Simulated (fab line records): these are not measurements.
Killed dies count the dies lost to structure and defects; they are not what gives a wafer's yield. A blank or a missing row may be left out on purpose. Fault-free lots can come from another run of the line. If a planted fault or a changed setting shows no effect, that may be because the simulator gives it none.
Commonality check across tools + flow gf180mcu + 12 lots, 36 wafers sampled

== THE REASON FOR OPENING IT ==
GF_HV_LDD_TW_MEAS_38, reading HV_LDD_3_TW: flagged on 2 of 12 lots. No-fault wafers: 1440, standard deviation 13.
Rule: a lot is flagged in two cases, either no wafer of it has a number, or all its wafers with numbers fall more than 4 standard deviations from that mean. All remaining lots are regarded as sound.

| lot  | measured     | on            | HV_LDD_3_TW, wafer by wafer | flag    |
|------|--------------|---------------|-----------------------------|---------|
| L347 | day 11 19:22 | film_metro-04 | 1423 1422 1417              |         |
| L349 | day 12 09:31 | film_metro-02 | 1450 1441 1444              |         |
| L350 | day 12 16:32 | film_metro-04 | 1426 1426 1421              |         |
| L351 | day 13 06:38 | film_metro-02 | 1450 1447 1446              |         |
| L352 | day 13 14:17 | film_metro-03 | 1449 1451 1450              |         |
| L353 | day 13 21:19 | film_metro-02 | 1452 1448 1454              |         |
| L354 | day 14 07:01 | film_metro-04 | 1425 1424 1424              |         |
| L355 | day 14 15:00 | film_metro-04 | 1428 1429 1425              |         |
| L359 | day 15 22:43 | film_metro-03 | 1456 1455 1451              |         |
| L360 | day 16 02:31 | film_metro-03 | 1443 1444 1440              |         |
| L364 | day 17 05:34 | film_metro-02 | 1599 1598 1601              | FLAGGED |
| L365 | day 17 11:26 | film_metro-04 | 1589 1575 1582              | FLAGGED |
Average over the flagged lots: 1591; offset from the usual +151, equal to +12 standard deviations.

== WHICH TOOL RAN EACH LOT ==
The record holds 2 process steps before the reading, out of a route of 602 steps. In each cell: the tool, then ch and the chambers that the sampled wafers went through, then the start.
| lot  | flag    | GF_HV_LDD_IMPLANT_34            | GF_HV_LDD_STRIP_37                   |
|------|---------|---------------------------------|--------------------------------------|
| L347 |         | implanter-02 ch 0, day 11 18:49 | plasma_asher-01 ch 0,1, day 11 19:16 |
| L349 |         | implanter-02 ch 0, day 12 08:58 | plasma_asher-04 ch 0,1, day 12 09:25 |
| L350 |         | implanter-03 ch 0, day 12 15:59 | plasma_asher-01 ch 1, day 12 16:25   |
| L351 |         | implanter-03 ch 0, day 13 06:07 | plasma_asher-01 ch 0,1, day 13 06:33 |
| L352 |         | implanter-03 ch 0, day 13 13:47 | plasma_asher-01 ch 0,1, day 13 14:12 |
| L353 |         | implanter-03 ch 0, day 13 20:46 | plasma_asher-01 ch 0,1, day 13 21:13 |
| L354 |         | implanter-02 ch 0, day 14 06:28 | plasma_asher-02 ch 0,1, day 14 06:55 |
| L355 |         | implanter-02 ch 0, day 14 14:29 | plasma_asher-01 ch 0,1, day 14 14:54 |
| L359 |         | implanter-03 ch 0, day 15 22:10 | plasma_asher-01 ch 0,1, day 15 22:37 |
| L360 |         | implanter-01 ch 0, day 16 01:58 | plasma_asher-01 ch 0,1, day 16 02:25 |
| L364 | FLAGGED | implanter-03 ch 0, day 17 05:01 | plasma_asher-02 ch 0,1, day 17 05:28 |
| L365 | FLAGGED | implanter-02 ch 0, day 17 10:53 | plasma_asher-04 ch 0,1, day 17 11:19 |
These steps, and what they do:
- GF_HV_LDD_IMPLANT_34
- GF_HV_LDD_STRIP_37: strips in O2/N2.
- GF_HV_LDD_TW_MEAS_38

== FLAGGED OVER TOTAL, TOOL BY TOOL (the gauges that took the reading come last) ==
| step                 | tool            | lots run | flagged | share of the flagged lots | sound lots run after its first flagged lot |
|----------------------|-----------------|----------|---------|---------------------------|--------------------------------------------|
| GF_HV_LDD_IMPLANT_34 | implanter-01    | 1        | 0       | none                      | -                                          |
| GF_HV_LDD_IMPLANT_34 | implanter-02    | 5        | 1       | some                      | 0                                          |
| GF_HV_LDD_IMPLANT_34 | implanter-03    | 6        | 1       | some                      | 0                                          |
| GF_HV_LDD_STRIP_37   | plasma_asher-01 | 8        | 0       | none                      | -                                          |
| GF_HV_LDD_STRIP_37   | plasma_asher-02 | 2        | 1       | some                      | 0                                          |
| GF_HV_LDD_STRIP_37   | plasma_asher-04 | 2        | 1       | some                      | 0                                          |
| GF_HV_LDD_TW_MEAS_38 | film_metro-02   | 4        | 1       | some                      | 0                                          |
| GF_HV_LDD_TW_MEAS_38 | film_metro-03   | 3        | 0       | none                      | -                                          |
| GF_HV_LDD_TW_MEAS_38 | film_metro-04   | 5        | 1       | some                      | 0                                          |

== THE TABLE: WHAT IT ALLOWS ==
No row of the table ran every flagged lot.

== WHAT THE SIMULATOR PUT IN ==
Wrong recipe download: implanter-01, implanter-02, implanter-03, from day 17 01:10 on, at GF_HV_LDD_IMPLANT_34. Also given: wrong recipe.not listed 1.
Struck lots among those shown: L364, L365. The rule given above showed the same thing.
